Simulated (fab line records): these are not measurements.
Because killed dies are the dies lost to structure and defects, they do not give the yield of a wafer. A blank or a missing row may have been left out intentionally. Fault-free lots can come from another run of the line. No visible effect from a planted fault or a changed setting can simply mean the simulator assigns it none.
fab line records | flow sky130
[record] lots = 6 wafers = 18 lastDay = 50
route steps=708 shown LDD_N@246 LDD_P@255 PAD_OPEN@708
lots that met no fault: taken from a fault-free run of the same line
startH: hours from the record's opening day to when the first of the lot's shown wafers began | waitH: hours from the lot's prior step to this one | " unchanged from the row above | L1.1+2: a single row standing in for several wafers | - no value present, or no start provided | * or withheld: withheld | < > ~ a bound
route shown NAME@n: NAME is a module with steps in the file, n the number in the route of the first one | usual: mean/standard deviation taken from wafers without a fault | same: alike in all rows | chamber/n: place in a boat | sites: readings site by site | _std_site: their standard deviation | _edge_site: mean of outer sites minus mean of inner sites | radiusMm: how far each site lies from the wafer's centre | mask NAME#n: copy n | behind: the tool/chamber that last shaped the wafer | hold: what put the lot on hold/how long, in hours/how the hold closed | device: the transistor (n, p or np) that didn't switch | end of line: at the end of the route, the tests of the same wafers | a step without rows: its recipe alone | killed: dies that structure and defects cost at the first sort, which is not the same as the wafer's yield | map: the dies of a wafer, with x for killed, . for not killed, _ for no die there
set.NAME: setting as actually run; set.NAME@STEP: the setting as run at that earlier step | model.NAME: the simulator's own value behind a step, which no gauge read
certain route steps with their lots: each step a table, each wafer a row
services: from which hour (startH, from the record's first day; less than 0 if before it) a tool's chamber was out of use, for how many hours, and why
[[steps]]
[step SKY_LDD_N_IMPLANT_09]
[recipe] species = As energyKev = 20 doseCm2 = 7.5e+13 tiltDeg = withheld rotationDeg = 113
[step SKY_LDD_N_IMPLANT_10]
[recipe] species = As energyKev = 20 doseCm2 = 7.5e+13 tiltDeg = withheld rotationDeg = 203
[step SKY_LDD_N_IMPLANT_11]
[recipe] species = As energyKev = 20 doseCm2 = 7.5e+13 tiltDeg = withheld rotationDeg = 293
[step SKY_LDD_N_IMPLANT_12]
[recipe] species = BF2 energyKev = 50 doseCm2 = 5e+12 tiltDeg = 30 rotationDeg = 0
[step SKY_LDD_N_IMPLANT_13]
[recipe] species = BF2 energyKev = 50 doseCm2 = 5e+12 tiltDeg = 30 rotationDeg = 90
[step SKY_LDD_N_IMPLANT_14]
[recipe] species = BF2 energyKev = 50 doseCm2 = 5e+12 tiltDeg = 30 rotationDeg = 180
[step SKY_LDD_N_IMPLANT_15]
[recipe] species = BF2 energyKev = 50 doseCm2 = 5e+12 tiltDeg = 30 rotationDeg = 270
[step SKY_LDD_N_STRIP_16]
[recipe] chemistry = O2/N2 powerW = 1400 pressureMtorr = 1500 platenTempC = withheld o2FlowSccm = 3000 n2FlowSccm = 300 overashFraction = 0.5
[usual] drypumpMotorCurrentA = 5.8/0.47 oesProductAu = 0.407/0.0047 stripTimeToEndpointS = 4.318/0.014
// columns lot.wafer tool chamber startH waitH drypumpMotorCurrentA oesProductAu rfHoursCounterH stripTimeToEndpointS
L668.2 plasmaAsher-01 1 434.27 0.1 5.7 0.412 70 4.315
L668.3 " 1 " " 5.7 0.405 - 4.324
L668.6 " 1 " " 5.7 0.411 - 4.308
L675.1 plasmaAsher-02 0 493.52 0.1 6.6 0.410 70 4.294
L675.3 " 0 " " 6.6 0.403 - 4.291
L675.5 " 0 " " 6.6 0.406 - 4.325
L677.2 plasmaAsher-01 1 507.86 0.1 5.6 0.403 77 4.325
L677.3 " 1 " " 5.6 0.400 - 4.328
L677.6 " 0 " " 5.6 0.407 - 4.316
L685.2 plasmaAsher-02 1 578.97 0.1 5.1 0.412 78 4.314
L685.3 " 0 " " 6.7 0.404 - 4.315
L685.6 " 0 " " 6.6 0.399 - 4.325
L686.1 plasmaAsher-01 0 590.82 0.1 5.6 0.406 85 4.321
L686.5 " 1 " " 5.6 0.412 - 4.312
L686.6 " 0 " " 5.6 0.408 - 4.303
L688.2 plasmaAsher-03 1 608.76 0.1 5.8 0.406 48 4.339
L688.3 " 1 " " 5.8 0.407 - 4.335
L688.5 " 0 " " 6.2 0.407 - 4.340
[step SKY_LDD_N_TW_MEAS_17]
[usual] LDD_N_TW = 2597/25
// columns lot.wafer tool chamber startH waitH LDD_N_TW
L668.2 filmMetro-01 - 434.38 0.1 2578
L668.3 " - " " 2580
L668.6 " - " " 2575
L675.1 filmMetro-03 - 493.62 0.1 2575
L675.3 " - " " 2577
L675.5 " - " " 2583
L677.2 filmMetro-04 - 507.97 0.1 2623
L677.3 " - " " 2623
L677.6 " - " " 2630
L685.2 filmMetro-04 - 579.08 0.1 2640
L685.3 " - " " 2629
L685.6 " - " " 2636
L686.1 filmMetro-04 - 590.92 0.1 2644
L686.5 " - " " 2618
L686.6 " - " " 2621
L688.2 filmMetro-01 - 608.87 0.1 2580
L688.3 " - " " 2576
L688.5 " - " " 2582
[step SKY_LDD_P_DEHYDRATE_00]
[recipe] tempC = 200 timeS = 60
[step SKY_LDD_P_HMDS_01]
[recipe] primeTimeS = 60 primeTempC = 120
[step SKY_LDD_P_COAT_02]
[recipe] resist = NOVOLAK spinRpm = 3000 resistThkNm = 1140
[step SKY_LDD_P_SOFTBAKE_03]
[recipe] tempC = 90 timeS = 60 resist = NOVOLAK
[usual] heaterPowerTotalW = 56.60/0.046 runLengthS = 89.18/0.17
// columns lot.wafer tool chamber startH waitH heaterPowerTotalW runLengthS
L668.2 lithoTrack-01 0 449.64 0.1 56.57 89.27
L668.3 " 0 " " 56.63 89.20
L668.6 " 0 " " 56.57 89.41
L675.1 lithoTrack-01 0 509.21 0.1 59.17 81.63
L675.3 " 0 " " 56.69 89.16
L675.5 " 0 " " 56.59 89.18
L677.2 lithoTrack-01 0 522.74 0.1 56.62 89.36
L677.3 " 0 " " 56.62 89.54
L677.6 " 0 " " 59.29 81.46
L685.2 lithoTrack-02 0 593.76 0.1 56.60 89.16
L685.3 " 0 " " 56.61 89.11
L685.6 " 0 " " 56.58 89.36
L686.1 lithoTrack-03 0 605.47 0.1 56.63 88.77
L686.5 " 0 " " 56.54 88.95
L686.6 " 0 " " 56.58 89.14
L688.2 lithoTrack-02 0 623.21 0.1 56.61 89.15
L688.3 " 0 " " 56.71 89.34
L688.5 " 0 " " 56.69 89.23
[step SKY_LDD_P_EXPOSE_04]
[recipe] maskId = PSDM na = 0.6 sourceShape = conventional sigmaOuter = 0.6 polarization = unpolarized targetCdNm = 380 doseMj = 138
[step SKY_PAD_OPEN_PROBE_99]
[usual] killed_at_M0_to_M3 = 43/7.3 killed_at_M4_up = 3.1/1.7 killedAtContacts = 25/5.3 killedAtFrontEnd = 14/4.1 killedAtOther = 0.3/0.56 killedDies = 85/9.4 killedOpen = 46/7.4 killedShort = 38/5.8
[same] grossDies = 492 killedAtBackSide = 0
// columns lot.wafer tool chamber startH waitH killed_at_M0_to_M3 killed_at_M4_up killedAtContacts killedAtFrontEnd killedAtOther killedDies killedOpen killedShort
L668.2 prober-01 - 1102.56 0.1 50 1 26 17 0 94 50 44
L668.3 prober-01 - 1102.61 0.2 45 2 34 11 0 92 56 36
L668.6 prober-01 - 1102.76 0.2 37 4 30 15 0 86 57 29
L675.1 prober-01 - 1138.61 0.1 40 1 23 13 1 78 44 33
L675.3 prober-01 - 1138.71 0.2 54 4 32 14 1 105 62 42
L675.5 prober-01 - 1138.81 0.2 42 1 30 19 0 92 53 37
L677.2 prober-01 - 1147.50 0.1 32 5 28 13 0 78 44 34
L677.3 prober-01 - 1147.55 0.2 52 1 27 16 1 97 55 41
L677.6 prober-01 - 1147.70 0.2 52 4 30 9 0 95 56 38
L685.2 prober-01 - 1185.35 0.1 32 2 28 14 0 76 40 36
L685.3 prober-01 - 1185.40 0.2 26 1 17 17 0 61 33 28
L685.6 prober-01 - 1185.55 0.2 47 6 27 15 0 95 54 41
L686.1 prober-01 - 1195.64 0.1 54 2 26 19 1 102 59 43
L686.5 prober-01 - 1195.84 0.2 43 3 26 8 0 80 45 35
L686.6 prober-01 - 1195.89 0.2 45 1 15 13 0 74 36 38
L688.2 prober-01 - 1204.74 0.1 43 4 19 13 0 79 38 41
L688.3 prober-01 - 1204.79 0.2 40 2 22 16 0 80 40 40
L688.5 prober-01 - 1204.89 0.2 50 4 16 14 0 84 43 41
// killed by level:class
L668.2 VIA1:geometricParticle:open=14 CONTACT:geometricParticle:open=10 METAL1:geometricParticle:short=6 VIA1:geometricParticle:short=6 VIA2:geometricParticle:open=6 VIA3:geometricParticle:short=6 FIELD_ISO:geometricParticle:open=5 LI_CONTACT:geometricParticle:short=5
L668.3 LI_CONTACT:geometricParticle:open=14 VIA3:geometricParticle:open=10 VIA1:geometricParticle:short=7 VIA1:geometricParticle:open=7 LI_CONTACT:geometricParticle:short=6 VIA2:geometricParticle:open=6 CONTACT:geometricParticle:open=5 CONTACT:geometricParticle:short=4
L668.6 CONTACT:geometricParticle:open=11 LI_CONTACT:geometricParticle:open=10 VIA1:geometricParticle:open=10 VIA3:geometricParticle:open=7 METAL1:geometricParticle:short=5 FIELD_ISO:geometricParticle:open=4 POLY_GATE:geometricParticle:open=4 VIA2:geometricParticle:open=4
L675.1 VIA3:geometricParticle:open=10 CONTACT:geometricParticle:open=8 LI_CONTACT:geometricParticle:open=7 VIA1:geometricParticle:open=6 VIA2:geometricParticle:open=6 VIA1:geometricParticle:short=5 FIELD_ISO:geometricParticle:short=4 POLY_GATE:geometricParticle:open=4
L675.3 CONTACT:geometricParticle:open=13 VIA1:geometricParticle:open=13 VIA3:geometricParticle:open=11 VIA2:geometricParticle:open=9 LI_CONTACT:geometricParticle:open=8 CONTACT:geometricParticle:short=6 VIA1:geometricParticle:short=5 FIELD_ISO:geometricParticle:short=4
L675.5 CONTACT:geometricParticle:open=13 VIA1:geometricParticle:open=11 METAL1:geometricParticle:short=9 FIELD_ISO:geometricParticle:open=7 LI_CONTACT:geometricParticle:open=7 FIELD_ISO:geometricParticle:short=4 LOCAL_INTERCONNECT:geometricParticle:short=4 VIA1:geometricParticle:short=4
L677.2 CONTACT:geometricParticle:open=16 VIA3:geometricParticle:open=7 VIA1:geometricParticle:open=6 VIA1:geometricParticle:short=6 POLY_GATE:geometricParticle:short=5 LI_CONTACT:geometricParticle:open=4 CONTACT:geometricParticle:short=4 METAL1:geometricParticle:short=4
L677.3 VIA1:geometricParticle:open=12 LI_CONTACT:geometricParticle:open=9 VIA3:geometricParticle:open=8 METAL2:geometricParticle:short=8 VIA2:geometricParticle:open=8 CONTACT:geometricParticle:open=7 METAL1:geometricParticle:short=6 CONTACT:geometricParticle:short=5
L677.6 CONTACT:geometricParticle:open=11 VIA3:geometricParticle:open=10 LI_CONTACT:geometricParticle:open=8 VIA2:geometricParticle:open=8 METAL1:geometricParticle:short=7 VIA1:geometricParticle:short=7 VIA1:geometricParticle:open=6 FIELD_ISO:geometricParticle:open=4
L685.2 CONTACT:geometricParticle:open=10 LI_CONTACT:geometricParticle:open=8 METAL1:geometricParticle:short=8 VIA2:geometricParticle:open=7 VIA1:geometricParticle:open=6 VIA1:geometricParticle:short=5 POLY_GATE:geometricParticle:short=5 CONTACT:geometricParticle:short=5
L685.3 POLY_GATE:geometricParticle:open=9 CONTACT:geometricParticle:open=6 METAL1:geometricParticle:short=6 VIA3:geometricParticle:open=5 CONTACT:geometricParticle:short=4 VIA1:geometricParticle:open=4 LI_CONTACT:geometricParticle:short=3 FIELD_ISO:geometricParticle:short=2
L685.6 VIA1:geometricParticle:open=13 VIA2:geometricParticle:open=10 CONTACT:geometricParticle:open=9 LI_CONTACT:geometricParticle:open=7 VIA2:geometricParticle:short=7 METAL1:geometricParticle:short=6 CONTACT:geometricParticle:short=6 POLY_GATE:geometricParticle:short=4
L686.1 VIA1:geometricParticle:open=17 CONTACT:geometricParticle:open=11 LI_CONTACT:geometricParticle:open=8 VIA2:geometricParticle:short=8 FIELD_ISO:geometricParticle:open=7 FIELD_ISO:geometricParticle:short=6 VIA2:geometricParticle:open=6 METAL1:geometricParticle:short=5
L686.5 CONTACT:geometricParticle:open=15 METAL1:geometricParticle:short=8 VIA1:geometricParticle:open=7 METAL2:geometricParticle:short=7 VIA3:geometricParticle:open=6 VIA1:geometricParticle:short=5 LI_CONTACT:geometricParticle:open=4 VIA2:geometricParticle:open=4
L686.6 VIA1:geometricParticle:open=9 METAL1:geometricParticle:short=8 VIA2:geometricParticle:open=7 CONTACT:geometricParticle:open=6 CONTACT:geometricParticle:short=5 VIA3:geometricParticle:short=5 FIELD_ISO:geometricParticle:open=4 METAL2:geometricParticle:short=4
L688.2 VIA3:geometricParticle:open=8 VIA1:geometricParticle:short=8 VIA1:geometricParticle:open=8 LI_CONTACT:geometricParticle:open=5 CONTACT:geometricParticle:short=5 METAL1:geometricParticle:short=5 VIA2:geometricParticle:open=5 FIELD_ISO:geometricParticle:short=4
L688.3 VIA2:geometricParticle:open=8 CONTACT:geometricParticle:open=7 METAL1:geometricParticle:short=6 CONTACT:geometricParticle:short=6 VIA1:geometricParticle:open=6 VIA3:geometricParticle:open=6 POLY_GATE:geometricParticle:open=5 POLY_GATE:geometricParticle:short=5
L688.5 VIA1:geometricParticle:open=9 METAL2:geometricParticle:short=8 VIA2:geometricParticle:open=8 FIELD_ISO:geometricParticle:open=7 LI_CONTACT:geometricParticle:open=6 LOCAL_INTERCONNECT:geometricParticle:short=6 METAL1:geometricParticle:short=6 FIELD_ISO:geometricParticle:short=5
[[services]]
// columns tool chamber startH hours kind
plasmaAsher-02 - 410.92 3.4 repair
plasmaAsher-03 - 425.09 14.6 pm
plasmaAsher-02 - 445.10 0.9 repair
plasmaAsher-02 - 451.31 3.3 repair
plasmaAsher-01 - 495.52 5.9 repair
plasmaAsher-03 - 589.92 9.5 repair
plasmaAsher-03 - 596.00 1.1 repair
[[key]]
[firstSign] step = SKY_LDD_P_SOFTBAKE_03 reading = heaterPowerTotalW direction = up sigmas = 57 usual = * struck = *
[effect] step = SKY_LDD_P_SOFTBAKE_03 reading = runLengthS direction = down sigmas = 46 usual = * struck = *
metAt SKY_LDD_P_SOFTBAKE_03
struckWafers L675.1,L677.6
testerLeftOut L675,L677
onsetBetween 449.64 509.21
[fault] kind = processParameterDrift tool = lithoTrack-01 chamber = - onsetH = 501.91 steps = SKY_LDD_P_SOFTBAKE_03 channel = timeS offset = * shape = step endH = 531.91 scope = struckWafersOnly actsIn = * stated = *
// testerLeftOut: of these lots the tester's yield and bins aren't shown, on N5 and GAA mostly nor the transistor test; their killed dies are dies lost to structure and defects alone, not to doping, threshold or leakage, so they don't give the yield
